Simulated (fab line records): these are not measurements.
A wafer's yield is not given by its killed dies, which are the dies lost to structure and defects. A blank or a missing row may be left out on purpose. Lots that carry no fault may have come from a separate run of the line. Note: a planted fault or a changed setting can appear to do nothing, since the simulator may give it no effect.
Which tool is to blame? | flow sky130 | Sampling: 24 lots, 72 wafers, 5 of 708 route steps

== WHAT THE GAUGES READ, wafer by wafer ==
SKY_NWELL_TW_MEAS_15. Usual: NWELL_TW 1812, standard deviation 12.
lot  | measured     | on            | NWELL_TW       | flag
L074 | day 4 22:03  | film-metro-01 | 1798 1802 1796 |
L075 | day 5 06:56  | film-metro-03 | 1813 1816 1822 |
L076 | day 5 09:53  | film-metro-02 | 1834 1827 1837 |
L077 | day 5 12:04  | film-metro-02 | 1833 1828 1828 |
L078 | day 5 17:35  | film-metro-03 | 1806 1817 1807 |
L079 | day 6 01:34  | film-metro-01 | 1803 1808 1805 |
L081 | day 6 09:59  | film-metro-01 | 1792 1810 1798 |
L080 | day 6 10:21  | film-metro-03 | 1821 1817 1817 |
L082 | day 6 13:04  | film-metro-03 | 1821 1832 1820 |
L083 | day 6 18:32  | film-metro-03 | 1822 1830 1823 |
L084 | day 7 02:22  | film-metro-01 | 1804 1800 1810 |
L085 | day 7 09:23  | film-metro-01 | 1809 1804 1805 |
L086 | day 7 12:37  | film-metro-01 | 1822 1805 1811 |
L087 | day 7 15:50  | film-metro-03 | 1818 1816 1813 |
L088 | day 7 22:02  | film-metro-01 | 1799 1819 1807 |
L089 | day 8 04:17  | film-metro-01 | 1785 1797 1800 |
L090 | day 8 10:31  | film-metro-01 | 1804 1798 1808 |
L091 | day 8 15:56  | film-metro-01 | 1793 1794 1794 |
L092 | day 8 22:44  | film-metro-01 | 1793 1792 1792 |
L093 | day 9 01:35  | film-metro-02 | 1822 1835 1812 |
L094 | day 9 13:59  | film-metro-02 | 1824 1821 1820 |
L095 | day 9 19:20  | film-metro-03 | 1812 1814 1807 |
L096 | day 9 23:56  | film-metro-03 | 1808 1809 1817 |
L097 | day 10 04:51 | film-metro-03 | 1825 1820 1822 |

SKY_METAL3_OVL_MEAS_14. Usual: METAL3_OVL 5 nm, standard deviation 5.3.
lot  | measured     | on         | METAL3_OVL (nm) | flag
L074 | day 39 04:41 | overlay-02 | 4 5 -2          |
L075 | day 39 13:04 | overlay-01 | 2 2 11          |
L076 | day 39 10:54 | overlay-01 | 2 1 7           |
L077 | day 39 16:23 | overlay-02 | 11 13 9         |
L078 | day 39 21:13 | overlay-01 | 8 1 6           |
L079 | day 40 02:29 | overlay-02 | 7 14 8          |
L081 | day 40 15:34 | overlay-02 | 8 9 4           |
L080 | day 40 21:02 | overlay-01 | 9 8 7           |
L082 | day 40 21:37 | overlay-02 | 11 4 17         |
L083 | day 41 07:38 | overlay-01 | 8 4 -4          |
L084 | day 41 15:57 | overlay-02 | 1 0 3           |
L085 | day 42 00:44 | overlay-02 | 2 -2 5          |
L086 | day 42 02:52 | overlay-02 | 2 11 5          |
L087 | day 42 07:47 | overlay-02 | 3 6 7           |
L088 | day 42 12:49 | overlay-01 | 2 -2 3          |
L089 | day 42 19:49 | overlay-01 | 4 14 13         |
L090 | day 43 06:32 | overlay-02 | 18 10 18        |
L091 | day 43 07:16 | overlay-01 | 1 3 -5          |
L092 | day 43 19:52 | overlay-01 | 4 2 1           |
L093 | day 43 21:14 | overlay-01 | 5 4 13          |
L094 | day 44 07:49 | overlay-02 | 5 1 11          |
L095 | day 44 13:40 | overlay-02 | -1 1 -5         |
L096 | day 44 16:00 | overlay-01 | 11 9 9          |
L097 | day 44 21:38 | overlay-02 | 6 5 3           |

== EACH LOT AND THE TOOL THAT RAN IT (in order: tool; ch and the chambers of the sampled wafers; start) ==
lot  | SKY_VT_ADJUST_HVTR_STRIP_10          | SKY_LOCAL_INTERCONNECT_METAL_ETCH_14 | SKY_CAPM_CVD_00
L074 | plasma-asher-02 ch 0,1, day 9 21:33  | rie-metal-03 ch 0,1, day 31 02:31    | pecvd-02 ch 0,1,2, day 37 00:39
L075 | plasma-asher-02 ch 0,1, day 10 08:44 | rie-metal-04 ch 0,1, day 31 12:50    | pecvd-03 ch 0,1,2, day 37 10:13
L076 | plasma-asher-04 ch 0,1, day 10 09:42 | rie-metal-03 ch 0,1, day 31 09:41    | pecvd-01 ch 0,1,2, day 37 08:01
L077 | plasma-asher-04 ch 0,1, day 10 14:41 | rie-metal-04 ch 0,1, day 31 16:50    | pecvd-02 ch 0,1, day 37 13:39
L078 | plasma-asher-01 ch 0,1, day 10 19:58 | rie-metal-02 ch 0,1, day 31 20:47    | pecvd-03 ch 0,1,2, day 37 18:52
L079 | plasma-asher-04 ch 0,1, day 11 06:29 | rie-metal-04 ch 0,1, day 32 02:25    | pecvd-03 ch 0,1, day 37 23:56
L081 | plasma-asher-02 ch 0, day 11 16:30   | rie-metal-04 ch 1, day 32 18:36      | pecvd-03 ch 0,1, day 38 13:41
L080 | plasma-asher-04 ch 0,1, day 11 17:11 | rie-metal-02 ch 0,1, day 32 22:34    | pecvd-02 ch 0,1,2, day 38 18:20
L082 | plasma-asher-02 ch 0,1, day 11 18:58 | rie-metal-03 ch 0,1, day 32 23:31    | pecvd-03 ch 0,1,2, day 38 18:44
L083 | plasma-asher-02 ch 0,1, day 12 03:17 | rie-metal-04 ch 0,1, day 33 10:51    | pecvd-03 ch 0,1,2, day 39 05:58
L084 | plasma-asher-04 ch 0,1, day 12 13:11 | rie-metal-03 ch 0,1, day 33 20:16    | pecvd-03 ch 0,1,2, day 39 14:46
L085 | plasma-asher-04 ch 0,1, day 12 19:51 | rie-metal-04 ch 1, day 34 04:59      | pecvd-01 ch 0,1,2, day 39 23:31
L086 | plasma-asher-01 ch 0,1, day 13 00:50 | rie-metal-02 ch 0, day 34 06:54      | pecvd-03 ch 0,2, day 40 01:32
L087 | plasma-asher-01 ch 0,1, day 13 05:46 | rie-metal-02 ch 0,1, day 34 14:05    | pecvd-02 ch 0,1,2, day 40 06:32
L088 | plasma-asher-01 ch 0,1, day 13 14:30 | rie-metal-04 ch 1, day 34 21:00      | pecvd-02 ch 0,1,2, day 40 12:05
L089 | plasma-asher-01 ch 0,1, day 13 20:26 | rie-metal-04 ch 0,1, day 35 02:41    | pecvd-01 ch 0,1, day 40 18:47
L090 | plasma-asher-01 ch 0,1, day 14 05:15 | rie-metal-02 ch 0,1, day 35 13:13    | pecvd-03 ch 0,1,2, day 41 05:44
L091 | plasma-asher-04 ch 0,1, day 14 09:54 | rie-metal-03 ch 1, day 35 15:50      | pecvd-01 ch 1,2, day 41 06:44
L092 | plasma-asher-02 ch 0,1, day 14 20:15 | rie-metal-02 ch 0,1, day 36 07:38    | pecvd-01 ch 0,2, day 41 20:26
L093 | plasma-asher-04 ch 0, day 14 22:52   | rie-metal-04 ch 0,1, day 36 08:33    | pecvd-03 ch 0,1, day 41 22:16
L094 | plasma-asher-01 ch 0,1, day 15 12:57 | rie-metal-04 ch 0,1, day 36 19:39    | pecvd-02 ch 1,2, day 42 08:47
L095 | plasma-asher-02 ch 0,1, day 15 22:31 | rie-metal-02 ch 0,1, day 37 02:33    | pecvd-03 ch 0,1, day 42 15:47
L096 | plasma-asher-02 ch 0,1, day 16 03:23 | rie-metal-04 ch 0,1, day 37 06:11    | pecvd-02 ch 0,1,2, day 42 17:57
L097 | plasma-asher-02 ch 1, day 16 11:24   | rie-metal-03 ch 1, day 37 11:30      | pecvd-01 ch 2, day 42 23:56
- SKY_VT_ADJUST_HVTR_STRIP_10: strips in O2/N2.
- SKY_LOCAL_INTERCONNECT_METAL_ETCH_14: etches TiN in Cl2/BCl3, stops on PSG, target depth 110 nm, time 31.4 s.
- SKY_CAPM_CVD_00: deposits SiO2, target thk 15.5 nm.

== WHAT THE TOOLS THEMSELVES READ (means of the sampled wafers that have a number; where no wafer has one, the mark that the record gives instead) ==
SKY_VT_ADJUST_HVTR_STRIP_10. Usual: drypump-motor-current-A 5.8 A, standard deviation 0.52; n2-flow-sccm 300.1 sccm, standard deviation 0.91; oes-product-au 0.716 a.u., standard deviation 0.0042; strip-time-to-endpoint-s 14.19 s, standard deviation 0.047.
lot  | tool            | drypump-motor-current-A (A) | n2-flow-sccm (sccm) | oes-product-au (a.u.) | strip-time-to-endpoint-s (s) | flag
L074 | plasma-asher-02 | 5.7                         | 300.1               | 0.716                 | 14.11                        |
L075 | plasma-asher-02 | 5.7                         | 300.4               | 0.718                 | 14.25                        |
L076 | plasma-asher-04 | 5.8                         | 300.7               | 0.715                 | 14.22                        |
L077 | plasma-asher-04 | 5.8                         | 300.0               | 0.715                 | 14.19                        |
L078 | plasma-asher-01 | 6.0                         | 300.2               | 0.715                 | 14.18                        |
L079 | plasma-asher-04 | 5.7                         | 300.5               | 0.714                 | 14.20                        |
L081 | plasma-asher-02 | 6.0                         | 300.0               | 0.718                 | 14.11                        |
L080 | plasma-asher-04 | 5.8                         | 301.0               | 0.715                 | 14.21                        |
L082 | plasma-asher-02 | 5.3                         | 300.4               | 0.720                 | 14.14                        |
L083 | plasma-asher-02 | 5.3                         | 299.1               | 0.715                 | 14.11                        |
L084 | plasma-asher-04 | 5.8                         | 299.7               | 0.713                 | 14.25                        |
L085 | plasma-asher-04 | 5.8                         | 301.4               | 0.717                 | 14.13                        |
L086 | plasma-asher-01 | 6.0                         | 299.3               | 0.718                 | 14.19                        |
L087 | plasma-asher-01 | 6.3                         | 300.3               | 0.714                 | 14.22                        |
L088 | plasma-asher-01 | 6.3                         | 300.6               | 0.715                 | 14.15                        |
L089 | plasma-asher-01 | 6.3                         | 300.2               | 0.718                 | 14.25                        |
L090 | plasma-asher-01 | 6.3                         | 300.4               | 0.718                 | 14.21                        |
L091 | plasma-asher-04 | 5.8                         | 300.1               | 0.715                 | 14.25                        |
L092 | plasma-asher-02 | 5.7                         | 298.7               | 0.715                 | 14.18                        |
L093 | plasma-asher-04 | 5.9                         | 298.8               | 0.717                 | 14.24                        |
L094 | plasma-asher-01 | 6.0                         | 301.0               | 0.717                 | 14.18                        |
L095 | plasma-asher-02 | 5.3                         | 300.3               | 0.715                 | 14.25                        |
L096 | plasma-asher-02 | 5.7                         | 299.6               | 0.716                 | 14.21                        |
L097 | plasma-asher-02 | 5.0                         | 299.9               | 0.717                 | 14.19                        |

SKY_LOCAL_INTERCONNECT_METAL_ETCH_14. Usual: drypump-motor-current-A 5.4 A, standard deviation 0.6; oes-product-au 0.942 a.u., standard deviation 0.0078; throttle-valve-pct 21.900 %, standard deviation 0.0096.
lot  | tool         | drypump-motor-current-A (A) | oes-product-au (a.u.) | throttle-valve-pct (%) | flag
L074 | rie-metal-03 | 6.2                         | 0.928                 | 21.915                 |
L075 | rie-metal-04 | 5.0                         | 0.933                 | 21.903                 |
L076 | rie-metal-03 | 5.9                         | 0.941                 | 21.899                 |
L077 | rie-metal-04 | 4.9                         | 0.942                 | 21.899                 |
L078 | rie-metal-02 | 5.4                         | 0.941                 | 21.892                 |
L079 | rie-metal-04 | 4.9                         | 0.947                 | 21.895                 |
L081 | rie-metal-04 | 5.2                         | 0.945                 | 21.887                 |
L080 | rie-metal-02 | 5.7                         | 0.933                 | 21.902                 |
L082 | rie-metal-03 | 6.2                         | 0.934                 | 21.912                 |
L083 | rie-metal-04 | 5.0                         | 0.949                 | 21.893                 |
L084 | rie-metal-03 | 5.9                         | 0.944                 | 21.899                 |
L085 | rie-metal-04 | 5.2                         | 0.942                 | 21.913                 |
L086 | rie-metal-02 | 5.2                         | 0.937                 | 21.900                 |
L087 | rie-metal-02 | 5.4                         | 0.938                 | 21.891                 |
L088 | rie-metal-04 | 5.2                         | 0.950                 | 21.900                 |
L089 | rie-metal-04 | 5.0                         | 0.936                 | 21.908                 |
L090 | rie-metal-02 | 5.5                         | 0.941                 | 21.903                 |
L091 | rie-metal-03 | 6.5                         | 0.952                 | 21.892                 |
L092 | rie-metal-02 | 5.7                         | 0.940                 | 21.906                 |
L093 | rie-metal-04 | 4.8                         | 0.951                 | 21.898                 |
L094 | rie-metal-04 | 4.9                         | 0.954                 | 21.901                 |
L095 | rie-metal-02 | 5.7                         | 0.944                 | 21.899                 |
L096 | rie-metal-04 | 4.9                         | 0.935                 | 21.904                 |
L097 | rie-metal-03 | 6.5                         | 0.944                 | 21.899                 |

SKY_CAPM_CVD_00. Usual: heater-power-w 714 W, standard deviation 87; susceptor-temp-C 400.02 C, standard deviation 0.21.
lot  | tool     | heater-power-w (W) | susceptor-temp-C (C) | flag
L074 | pecvd-02 | 686                | 400.19               |
L075 | pecvd-03 | 714                | 399.84               |
L076 | pecvd-01 | 770                | 399.94               |
L077 | pecvd-02 | 644                | 400.20               |
L078 | pecvd-03 | 708                | 400.27               |
L079 | pecvd-03 | 661                | 400.02               |
L081 | pecvd-03 | 634                | 400.02               |
L080 | pecvd-02 | 735                | 400.12               |
L082 | pecvd-03 | 752                | 399.93               |
L083 | pecvd-03 | 716                | 399.97               |
L084 | pecvd-03 | 688                | 399.98               |
L085 | pecvd-01 | 745                | 399.89               |
L086 | pecvd-03 | 683                | 399.97               |
L087 | pecvd-02 | 745                | 399.89               |
L088 | pecvd-02 | 693                | 400.01               |
L089 | pecvd-01 | 697                | 399.81               |
L090 | pecvd-03 | 686                | 399.98               |
L091 | pecvd-01 | 813                | 399.99               |
L092 | pecvd-01 | 805                | 399.93               |
L093 | pecvd-03 | 611                | 400.08               |
L094 | pecvd-02 | 765                | 399.93               |
L095 | pecvd-03 | 612                | 400.04               |
L096 | pecvd-02 | 737                | 400.12               |
L097 | pecvd-01 | 844                | 399.94               |

== THE ANSWER, worked out from the rows above alone ==
Rule: lot off if the mean of its wafers having a number is beyond 3 standard deviations from the usual mean. Also off: a lot with no number at a reading for which 4 or more lots have one. Where the step has rows for the other lots, those lots are counted as sound. Order of review: gauges by route order, followed by the tools' own readings, for which a lot's mean as printed above is used. The first step at which some lot is off is used, and at that step the reading that is off furthest; a lot without a number counts as furthest.
None of the lots is off at any reading shown; this tells nothing.

== WHAT THE SIMULATOR PUT IN ==
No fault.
